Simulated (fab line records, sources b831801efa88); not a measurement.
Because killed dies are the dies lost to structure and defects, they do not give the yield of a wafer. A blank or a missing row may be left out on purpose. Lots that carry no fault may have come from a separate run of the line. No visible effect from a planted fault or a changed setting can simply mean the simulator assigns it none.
Which tool was responsible?    flow sky130    14 lots with 42 wafers sampled at 2 steps, on a route of 708 steps

== WHAT THE GAUGES READ, wafer by wafer ==
SKY_FIELD_ISO_THK_MEAS_04.
lot   measured     on             FIELD_ISO_CVD_03_THK (nm)
L421  day 1 20:04  film metro-01  167.4 167.6 168.1
L422  day 1 23:32  film metro-01  164.5 164.7 164.9
L424  day 2 11:50  film metro-03  163.3 164.4 164.9
L426  day 2 19:29  film metro-03  166.1 165.8 165.2
L427  day 3 00:32  film metro-01  165.4 165.0 165.0
L428  day 3 06:06  film metro-03  165.6 164.9 164.5
L429  day 3 12:36  film metro-03  163.6 162.7 163.9
L430  day 3 16:14  film metro-01  163.2 165.2 164.9
L431  day 3 20:40  film metro-02  166.6 164.7 166.8
L435  day 4 17:02  film metro-03  165.7 163.6 163.9
L437  day 5 04:29  film metro-01  162.0 160.4 160.6
L438  day 5 09:22  film metro-01  160.9 163.1 161.2
L442  day 6 06:17  film metro-03  162.2 161.7 162.4
L443  day 6 09:21  film metro-01  163.8 164.6 163.8

SKY_FIELD_ISO_THK_MEAS_23.
lot   measured     on             FIELD_ISO_OXIDATION_01_THK (nm)
L421  day 2 13:52  film metro-03  9.90 10.07 9.97
L422  day 2 16:03  film metro-02  9.70 9.84 9.81
L424  day 3 05:14  film metro-03  10.03 10.07 10.17
L426  day 3 12:51  film metro-01  9.78 9.68 9.73
L427  day 3 17:46  film metro-01  10.22 10.32 10.37
L428  day 4 00:47  film metro-01  9.93 9.78 9.72
L429  day 4 06:49  film metro-01  9.92 10.07 10.12
L430  day 4 11:12  film metro-01  10.04 10.01 9.73
L431  day 4 15:44  film metro-01  10.02 10.02 10.10
L435  day 5 12:06  film metro-02  10.24 10.32 10.02
L437  day 6 02:56  film metro-02  10.32 10.23 10.40
L438  day 6 06:52  film metro-02  10.05 10.11 10.18
L442  day 7 03:48  film metro-03  9.90 10.02 9.91
L443  day 7 06:31  film metro-02  10.23 10.27 10.07

== WHAT TOOL EACH LOT RAN ON (gives the tool, then ch and the chambers of the sampled wafers, and finally the start) ==
The record holds no process step before these readings.

== WHAT THE TOOLS THEMSELVES READ (means of the sampled wafers that have a number; where no wafer has one, the mark that the record gives instead) ==
The record holds no such reading with a usual standard deviation.

== THE ANSWER, worked out from the rows above alone ==
Rule: the lots themselves supply what counts as usual. The widest of any qualifying gaps counts: lots, ordered by their means at a reading, are off when they make up no more than a third of the lots, leave a main group of 4 or more, and stand apart from it by 3 or more times the standard deviation of that group's means. If all means in a main group match to the digits the tables above print for the reading, that group is not used. Also off: a lot with no number at a reading for which 4 or more lots have one. The other lots that the step has rows for count as sound. The gauges are gone through in route order, then the tools' own readings, and for those a lot's mean is taken as printed above. At the first step where some lot is off, the reading lying furthest off is the one used; lots without a number count as furthest.
No lot is off at any reading shown: from this, nothing can be told.

== WHAT THE SIMULATOR HAD INSERTED ==
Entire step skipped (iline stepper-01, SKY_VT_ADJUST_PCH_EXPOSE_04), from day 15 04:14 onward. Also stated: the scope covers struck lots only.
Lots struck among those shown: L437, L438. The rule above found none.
